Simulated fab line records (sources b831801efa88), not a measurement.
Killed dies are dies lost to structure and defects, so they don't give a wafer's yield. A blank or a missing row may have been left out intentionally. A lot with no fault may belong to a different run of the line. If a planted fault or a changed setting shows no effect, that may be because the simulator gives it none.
A struck lot beside a sound one | flow sky130 | 20 steps out of a route of 708
Sound: the wafers L847.1, L847.4, L847.5. Struck: wafers L852.1, L852.2, L852.3. Last of all comes the cause.
Per side, at each step with rows, come the tool, then ch with its chambers, and then its first start. Under that, the readings that differ: sound wafers | struck wafers | difference of the means | sigmas: that difference in standard deviations of wafers without a fault.
alike: words and numbers the same on both sides, and readings whose means are apart by under 2 such deviations; not compared: readings that were withheld, readings missing a value for some wafer, numbers with overlapping values and no deviation given by the record, and bounds like >300 which may hide the same value.
Wherever a step has rows on one side only, a row that says differs or no value, or a row with sigmas, the two part there. Numbers that have no deviation but don't overlap get no sigmas and don't part them. Lack of a reading on every wafer of one side parts them only where that side has two or more wafers.

first, 2 steps without rows for these wafers: SKY_NWELL_PEB_08; SKY_NWELL_DEVELOP_09 (develop time 60 s).
SKY_NWELL_OVL_MEAS_10:
  sound on overlay-02, day 4 12:04; struck on overlay-02, day 5 18:31
  alike: NWELL_00_OVL
then, 3 steps without rows for these wafers: SKY_NWELL_IMPLANT_11; SKY_NWELL_IMPLANT_12; SKY_NWELL_IMPLANT_13.
SKY_NWELL_STRIP_14: strips in O2/N2.
  sound on plasmaAsher-03 ch 0,1, day 4 12:33; struck on plasmaAsher-03 ch 0,1, day 5 19:00
  alike: drypumpMotorCurrentA, oesProductAu, stripTimeToEndpointS
  not compared: rfHoursCounterH
SKY_NWELL_TW_MEAS_15:
  sound on filmMetro-03, day 4 12:39; struck on filmMetro-03, day 5 19:06
  alike: NWELL_TW
then, 4 steps without rows for these wafers: SKY_NWELL_DEHYDRATE_16 (time 60 s); SKY_NWELL_HMDS_17 (prime time 60 s); SKY_NWELL_COAT_18 (resist thk 3000 nm); SKY_NWELL_SOFTBAKE_19.
SKY_NWELL_EXPOSE_20: exposes mask NWM COMPLEMENT, target cd 840 nm.
  sound on ilineStepper-01 ch 0, day 4 21:06; struck on ilineStepper-02 ch 0, day 6 04:04
reading | sound                                              | struck                  | difference | sigmas
mask    | NWM_COMPLEMENT#0 NWM_COMPLEMENT#0 NWM_COMPLEMENT#0 | PWDEM#0 PWDEM#0 PWDEM#0 | differs    | 
then, 2 steps without rows for these wafers: SKY_NWELL_PEB_21; SKY_NWELL_DEVELOP_22 (develop time 60 s).
SKY_NWELL_OVL_MEAS_23:
  sound on overlay-02, day 5 05:22; struck on overlay-02, day 6 13:02
reading           | sound        | struck | difference                    | sigmas
NWELL_01_OVL (nm) | 0.1 0.4 -0.3 | - - -  | no value on the struck wafers | 
after that, 1 step had no rows for these wafers: SKY_NWELL_IMPLANT_24.
SKY_NWELL_STRIP_25: strips in O2/N2.
  sound on plasmaAsher-03 ch 1, day 5 05:33; struck on plasmaAsher-03 ch 0,1, day 6 13:13
  alike: drypumpMotorCurrentA, oesProductAu, stripTimeToEndpointS
  not compared: rfHoursCounterH
SKY_NWELL_TW_MEAS_26:
  sound on filmMetro-01, day 5 05:39; struck on filmMetro-03, day 6 13:33
reading    | sound       | struck   | difference | sigmas
NWELL_2_TW | 497 499 498 | 30 31 31 | -467       | -99 or more
  not compared: hold
after that, 1 step had no rows for these wafers: SKY_PAD_OPEN_PROBE_99.

== WHERE THEY PART ==
Earliest at SKY_NWELL_EXPOSE_20; latest, in this record, at SKY_NWELL_TW_MEAS_26.

WHY: what the simulator had put in
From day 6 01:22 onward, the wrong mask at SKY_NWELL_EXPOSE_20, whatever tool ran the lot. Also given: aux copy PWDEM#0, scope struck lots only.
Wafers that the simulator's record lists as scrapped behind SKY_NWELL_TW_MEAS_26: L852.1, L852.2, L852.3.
